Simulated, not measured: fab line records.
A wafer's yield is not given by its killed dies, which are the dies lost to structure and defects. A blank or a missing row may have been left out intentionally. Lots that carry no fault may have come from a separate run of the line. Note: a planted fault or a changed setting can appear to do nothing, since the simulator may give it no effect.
Problem report, 8D (eight disciplines) form, completed by code + flow sky130 + the parts of the form that need people (team, actions taken, sign-off) are left out

== 1. PROBLEM STATEMENT ==
Wafers free of any fault read 2846 (standard deviation 34) for SD_P_TW at SKY_SD_P_TW_MEAS_11, against a mean of 3017 on 6 wafers of 2 lots. Relative to the usual mean, that is a shift of +5.0 standard deviations.
Seen first at day 31 16:43 on film-metro-01, wafer L267.1. The record holds 30 wafers of 10 lots with a number at this step. By rule, "out" or "out of limits" means more than 4 standard deviations away from the usual mean. The other wafers with a number count as sound.

== 2. WHAT IT IS, WHAT IT ISN'T ==
| question                    | is                     | is not                                                                    |
|-----------------------------|------------------------|---------------------------------------------------------------------------|
| which readings at this step | SD_P_TW                | -                                                                         |
| which lots                  | L267, L269             | L252, L255, L259, L260, L261, L266, L270, L272                            |
| which wafers of those lots  | all that have a number | -                                                                         |
| read on which gauges        | film-metro-01          | film-metro-03, film-metro-04                                              |
| when                        | from day 31 16:43      | up to then (18 sound wafers); but 6 sound wafers of L270, L272 came after |

== 3. SUSPECTS, AND WHAT RULES EACH OUT ==
Counting: a tool at any process step up to the reading remains a suspect when it ran all the lots that are out and ran no sound lot after the first of those.
- the gauge at SKY_SD_P_TW_MEAS_11 is ruled out. All the wafers that are out were read on film-metro-01, but those of them that SKY_SD_P_IMPLANT_09 has rows for are out there too, on other tools.
- rie-diel-01 at SKY_SPACER_ETCHBACK_02 (etches Si3N4 in CH3F/O2, stops on SiO2, time 46.7 s, target depth 45 nm): kept. It processed each lot that is out, first L267 at day 29 07:56, and no sound lot thereafter; up to then, the last sound lot it processed was L266 at day 28 18:53.
- implanter-01 at SKY_SD_P_IMPLANT_09: kept. It processed each lot that is out, first L267 at day 31 16:28, and no sound lot thereafter; up to then, the last sound lot it processed was L261 at day 29 18:01. Its own beam-energy-keV readings are out on those wafers.
- plasma-asher-01 at SKY_SD_P_STRIP_10 (strips in O2/N2): kept. It processed each lot that is out, first L267 at day 31 16:37, and no sound lot thereafter; up to then, the last sound lot it processed was L261 at day 29 18:08. Its own strip-time-to-endpoint-s readings are out on those wafers.
rie-diel-01 at SKY_SPACER_ETCHBACK_02, implanter-01 at SKY_SD_P_IMPLANT_09 and plasma-asher-01 at SKY_SD_P_STRIP_10 are what is left after counting.

== 4. THE CAUSE (what the simulator had put in) ==
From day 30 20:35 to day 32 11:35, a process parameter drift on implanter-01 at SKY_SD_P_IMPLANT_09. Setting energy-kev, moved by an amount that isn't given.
This tool is one of the 3 suspects left after counting.

== 5. THE CHAIN OF EFFECTS, in route order ==
Each row: a reading whose mean over the struck wafers that have a number lies more than 3 standard deviations from the usual. Scope: only readings with a usual standard deviation given in the record; hours: median across lots of the time from each lot's start at the first step in this table that gives one to its start at this step; sigmas: change in usual standard deviations.
| hours | step                | reading                  | usual        | on struck wafers | change | sigmas      |
|-------|---------------------|--------------------------|--------------|------------------|--------|-------------|
| 0     | SKY_SD_P_IMPLANT_09 | beam-energy-keV          | 19.999       | 25.971           | +5.972 | +99 or more |
| 0     | SKY_SD_P_STRIP_10   | oes-product-au           | 0.618 a.u.   | 0.595            | -0.023 | -5.0        |
| 0     | SKY_SD_P_STRIP_10   | strip-time-to-endpoint-s | 17.48 s      | 18.38            | +0.90  | +26         |
| 0     | SKY_SD_P_TW_MEAS_11 | SD_P_TW                  | 2846         | 3017             | +171   | +5.0        |
| 55    | SKY_SD_N_RS_MEAS_17 | SD_P_RS                  | 147.2 ohm/sq | 129.5            | -17.7  | -40         |
Here are the process steps it includes:
- SKY_SD_P_IMPLANT_09
- SKY_SD_P_STRIP_10: strips in O2/N2.

== 6. WHAT WOULD HAVE CAUGHT IT SOONER ==
In this record the first reading out of limits at a measuring or inspecting step was taken at day 31 16:43, 20 hours after the fault began at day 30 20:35.
At SKY_SD_P_IMPLANT_09, the tool's own readings (beam-energy-keV) were out on each struck wafer the step has a row for, so an alarm limit on them would have fired on the first such wafer.
Lots out: 2; of these, L269 started SKY_SD_P_IMPLANT_09 on implanter-01 after day 31 16:43. Holding the tool at that time would have saved it.
